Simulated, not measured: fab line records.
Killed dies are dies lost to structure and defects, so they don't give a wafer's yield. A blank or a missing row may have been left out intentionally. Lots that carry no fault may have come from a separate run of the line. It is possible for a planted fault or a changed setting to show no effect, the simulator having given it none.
What tool caused it? ; flow sky130 ; 36 wafers from 12 lots sampled at 2 of the route's 708 steps

WHAT EACH GAUGE READ, for each wafer
SKY_METAL1_THK_MEAS_06: measures by xrf.
lot;measured;on;METAL1_ALCU_THK (nm)
L297;day 32 12:05;film-metro-02;255.7 253.1 256.4
L300;day 34 05:24;film-metro-01;251.6 253.5 253.7
L302;day 34 14:24;film-metro-04;250.1 250.5 250.3
L301;day 34 15:23;film-metro-04;251.2 249.9 252.0
L305;day 35 09:53;film-metro-02;256.5 252.8 259.1
L304;day 35 13:03;film-metro-01;254.0 253.8 254.5
L306;day 35 16:53;film-metro-02;253.4 254.4 255.4
L307;day 35 22:59;film-metro-04;255.7 252.6 254.0
L308;day 36 19:05;film-metro-04;256.0 251.8 254.0
L314;day 38 00:30;film-metro-01;259.4 259.1 257.6
L315;day 38 06:50;film-metro-01;257.4 256.1 257.4
L316;day 38 20:16;film-metro-04;250.7 250.6 247.4

EACH LOT AND THE TOOL THAT RAN IT (in order: tool; ch and the chambers of the sampled wafers; start)
lot;SKY_SD_N_RTA_14
L297;rtp-anneal-01 ch 0, day 28 18:18
L300;rtp-anneal-02 ch 0, day 30 14:36
L302;rtp-anneal-01 ch 0, day 30 22:55
L301;rtp-anneal-02 ch 0, day 30 23:32
L305;rtp-anneal-02 ch 0, day 31 20:22
L304;rtp-anneal-01 ch 0, day 32 01:58
L306;rtp-anneal-02 ch 0, day 32 03:02
L307;rtp-anneal-01 ch 0, day 32 10:14
L308;rtp-anneal-02 ch 0, day 33 07:49
L314;rtp-anneal-02 ch 0, day 34 12:43
L315;rtp-anneal-01 ch 0, day 34 19:24
L316;rtp-anneal-02 ch 0, day 35 08:19
- SKY_SD_N_RTA_14: time 2 s.

AS READ BY THE TOOLS THEMSELVES (means over the sampled wafers that have a number; for cases with no such wafer, the mark the record gives instead)
SKY_SD_N_RTA_14.
lot;tool;lamp-power-pct (%);wafer_temp_C_max
L297;rtp-anneal-01;15.74;1078.5
L300;rtp-anneal-02;15.77;1078.9
L302;rtp-anneal-01;15.71;1078.1
L301;rtp-anneal-02;15.71;1079.4
L305;rtp-anneal-02;15.73;1078.8
L304;rtp-anneal-01;15.74;1077.0
L306;rtp-anneal-02;15.73;1076.8
L307;rtp-anneal-01;15.72;1078.2
L308;rtp-anneal-02;15.74;1077.9
L314;rtp-anneal-02;15.73;1077.6
L315;rtp-anneal-01;15.77;1079.4
L316;rtp-anneal-02;15.76;1078.6

THE ANSWER, worked out from the rows above alone
Rule: what is usual is taken from the lots themselves. Put in order of their means at a reading, lots are off if they are a third of the lots or fewer, leave a main group of 4 or more, and stand apart from it by a gap of 3 or more times the standard deviation of the main group's means; of several such gaps the widest counts. If all means in a main group match to the digits the tables above print for the reading, that group is not used. Also off: a lot with no number at a reading for which 4 or more lots have one. All remaining lots with rows at the step are treated as sound. Order of review: gauges by route order, followed by the tools' own readings, for which a lot's mean as printed above is used. At the first step where some lot is off, the reading lying furthest off is the one used; lots without a number count as furthest.
None of the lots is off at any reading shown; this tells nothing.

WHAT THE SIMULATOR HAD PUT IN
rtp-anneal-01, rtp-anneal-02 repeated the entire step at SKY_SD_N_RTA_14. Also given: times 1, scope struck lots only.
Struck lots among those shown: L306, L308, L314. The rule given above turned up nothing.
